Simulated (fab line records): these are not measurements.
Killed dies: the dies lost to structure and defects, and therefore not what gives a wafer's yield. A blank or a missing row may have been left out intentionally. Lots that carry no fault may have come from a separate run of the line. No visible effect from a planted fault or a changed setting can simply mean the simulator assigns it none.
Problem report, 8D (eight disciplines) form, completed by code -- flow sky130 -- the parts of the form that need people (team, actions taken, sign-off) are left out

1. THE ISSUE
NWELL_2_TW at SKY_NWELL_TW_MEAS_26 reads a mean of 30.1 on 3 wafers of 1 lot; wafers without a fault read 493.5 with a standard deviation of 2.3. That is -99 or more standard deviations from the usual mean.
First seen on wafer L216.1, day 9 07:53, on film-metro-03. The record has a number at this step for 39 wafers belonging to 13 lots. Rule for "out" (also "out of limits"): further than 4 standard deviations from the usual mean. The rest of the wafers with a number are treated as sound.

2. WHAT IT IS AND WHAT IT IS NOT
question,is,is not
which readings at this step,NWELL_2_TW,-
which lots,L216,"L201, L202, L203, L204, L205, L207, L208, L209, L210, L211, L222, L223"
which wafers of those lots,all that have a number,-
read on which gauges,film-metro-03,"film-metro-02, film-metro-04"
when,from day 9 07:53,"up to then (30 sound wafers); but 6 sound wafers of L222, L223 came after"

3. SUSPECTS, AND WHAT RULES EACH OUT
Counting: a tool at any process step up to the reading remains a suspect when it ran all the lots that are out and ran no sound lot after the first of those.
- the gauge at SKY_NWELL_TW_MEAS_26 has been ruled out. All the wafers that are out were read on film-metro-03, but those of them that SKY_NWELL_STRIP_14 has rows for are out there too, on other tools.
- plasma-asher-03 at SKY_DNWELL_STRIP_08 (strips in O2/N2): kept. It ran the lot that is out, L216 (day 6 18:20), and no sound lot after that; its last sound lot up to then is L209 (day 5 00:11).
- plasma-asher-01 at SKY_NWELL_STRIP_14 (strips in O2/N2): kept. It ran the lot that is out, L216 (day 8 10:17), and no sound lot after that; its last sound lot up to then is L210 (day 6 22:07). Its own oes-product-au readings are out on those wafers.
- plasma-asher-02 at SKY_NWELL_STRIP_25 (strips in O2/N2): kept. It ran the lot that is out, L216 (day 9 07:47), and no sound lot after that; its last sound lot up to then is L211 (day 8 05:19). Its own strip-time-to-endpoint-s readings are out on those wafers.
plasma-asher-03 at SKY_DNWELL_STRIP_08, plasma-asher-01 at SKY_NWELL_STRIP_14 and plasma-asher-02 at SKY_NWELL_STRIP_25 are what is left after counting.

4. THE CAUSE (what the simulator had put in)
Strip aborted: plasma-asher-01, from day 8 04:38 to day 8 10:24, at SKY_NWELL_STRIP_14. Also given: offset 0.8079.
This tool is one of the 3 suspects left after counting.

5. THE CHAIN OF EFFECTS, in route order
Each row: a reading whose mean over the struck wafers that have a number lies more than 3 standard deviations from the usual. Scope: only readings with a usual standard deviation given in the record; hours: median across lots of the time from each lot's start at the first step in this table that gives one to its start at this step; sigmas: change in usual standard deviations.
hours,step,reading,usual,on struck wafers,change,sigmas
0,SKY_NWELL_STRIP_14,oes-product-au,0.723 a.u.,0.921,+0.198,+45
22,SKY_NWELL_STRIP_25,strip-time-to-endpoint-s,36.90 s,63.05,+26.15,+99 or more
22,SKY_NWELL_TW_MEAS_26,NWELL_2_TW,493.5,30.1,-463.4,-99 or more
Its process steps:
- SKY_NWELL_STRIP_14: strips in O2/N2.
- SKY_NWELL_STRIP_25: strips in O2/N2.
Readings that are blank on the struck wafers while sound wafers have them: strip-time-to-endpoint-s at SKY_NWELL_STRIP_14.
Later measuring or inspecting steps at which every struck wafer that the step has a row for has a number for every such reading, and none has moved that far: SKY_VT_ADJUST_LVTN_TW_MEAS_21.

6. HOW IT WOULD HAVE BEEN CAUGHT EARLIER
The first out-of-limits reading at a measuring or inspecting step in this record came at day 9 07:53, 27 hours after the fault's start at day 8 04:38.
Tool's own readings at SKY_NWELL_STRIP_14, oes-product-au: out on all struck wafers the step has rows for; an alarm limit on them would have tripped on the first.
The start of SKY_NWELL_STRIP_14 on plasma-asher-01 came by day 9 07:53 for every one of the lots that are out (1). Had the tool been put on hold then, not one of them would have been saved.
